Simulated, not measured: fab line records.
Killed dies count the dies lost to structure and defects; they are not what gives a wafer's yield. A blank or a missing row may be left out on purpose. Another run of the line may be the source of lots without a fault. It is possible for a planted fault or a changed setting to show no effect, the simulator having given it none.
A struck lot beside a sound one || flow sky130 || 15 out of 708 route steps
Sound: wafers L604.3, L604.4, L604.5. Struck: wafers L613.1, L613.3, L613.5. The cause is named last.
For every step that has rows: the tool of each side, followed by ch and its chambers, followed by its first start. Under that, the readings that differ: sound wafers || struck wafers || difference of the means || sigmas: that difference in standard deviations of wafers without a fault.
alike: readings with means less than 2 such deviations apart, plus words and numbers identical on both sides. not compared: withheld readings, readings lacking a value on some wafer, bounds such as >300 that could conceal the same value, and numbers that have no deviation in the record and whose values overlap.
The two part at a step that has a row with sigmas, a row that says differs or no value, or rows on one side only. Non-overlapping numbers with no deviation appear without sigmas and do not part them. A reading missing from all wafers of one side parts the sides only when that side holds two or more wafers.

first, 5 steps without rows for these wafers: SKY_LDD_N_COAT_02 (resist thk 300 nm); SKY_LDD_N_SOFTBAKE_03 (time 60 s); SKY_LDD_N_EXPOSE_04 (exposes mask NTM, target cd 840 nm); SKY_LDD_N_PEB_05; SKY_LDD_N_DEVELOP_06 (develop time 60 s).
SKY_LDD_N_OVL_MEAS_07:
  sound: overlay-01 at day 19 09:41; struck: overlay-01 at day 22 13:22
  alike: LDD_N_OVL
then, 6 steps without rows for these wafers: SKY_LDD_N_IMPLANT_08; SKY_LDD_N_IMPLANT_09; SKY_LDD_N_IMPLANT_10; SKY_LDD_N_IMPLANT_11; SKY_LDD_N_IMPLANT_12; SKY_LDD_N_IMPLANT_13.
SKY_LDD_N_IMPLANT_14:
  sound on implanter-04 ch 0, day 19 10:39; struck on implanter-02 ch 0, day 22 14:18
{"reading": "dose_ions_cm2", "sound": "5.008e+12 5.009e+12 5.003e+12", "struck": "7.292e+12 7.296e+12 7.297e+12", "difference": "+2.288e+12", "sigmas": "+99 or more"}
{"reading": "faraday_current_uA", "sound": "29.1 28.6 28.4", "struck": "42.0 40.9 41.2", "difference": "+12.7", "sigmas": "+23"}
following that, these wafers have no rows for 1 step: SKY_LDD_N_IMPLANT_15.
-- a jump in the record: the struck wafers' starts before and after are 27 days apart (it breaks off in module LDD_N and resumes in module PAD_OPEN, where the first step shown is number 708 of the route) --
SKY_PAD_OPEN_PROBE_99:
  sound: prober-01 at day 47 15:50; struck: prober-02 at day 49 12:28
{"reading": "model.etest.nfet_01v8_swapped.vt_sat_v (V)", "sound": "0.6507 0.6439 0.642", "struck": "0.6729 0.6788 0.6774", "difference": "+0.0308", "sigmas": ""}
{"reading": "model.etest.nfet_01v8_lvt.vt_v (V)", "sound": "0.6088 0.6038 0.6055", "struck": "0.6218 0.621 0.6204", "difference": "+0.0150", "sigmas": ""}
{"reading": "model.etest.nfet_01v8_swapped.vt_v (V)", "sound": "0.6991 0.6934 0.6927", "struck": "0.7102 0.7157 0.7126", "difference": "+0.0178", "sigmas": ""}
{"reading": "model.etest.nfet_01v8.vt_v (V)", "sound": "0.699 0.6929 0.6925", "struck": "0.7091 0.7144 0.7117", "difference": "+0.0169", "sigmas": ""}
  alike: killed_at_M0_to_M3, killed_at_M4_up, killed_at_contacts, killed_at_front_end, killed_at_other, killed_dies, killed_open, killed_short

== WHERE THEY PART ==
At SKY_LDD_N_IMPLANT_14 and nowhere else, as far as this record goes. Later steps at which nothing parts them and some readings are alike: SKY_PAD_OPEN_PROBE_99.

WHY: the cause the simulator had injected
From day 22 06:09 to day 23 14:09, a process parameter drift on implanter-02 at SKY_LDD_N_IMPLANT_14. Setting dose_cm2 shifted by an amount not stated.
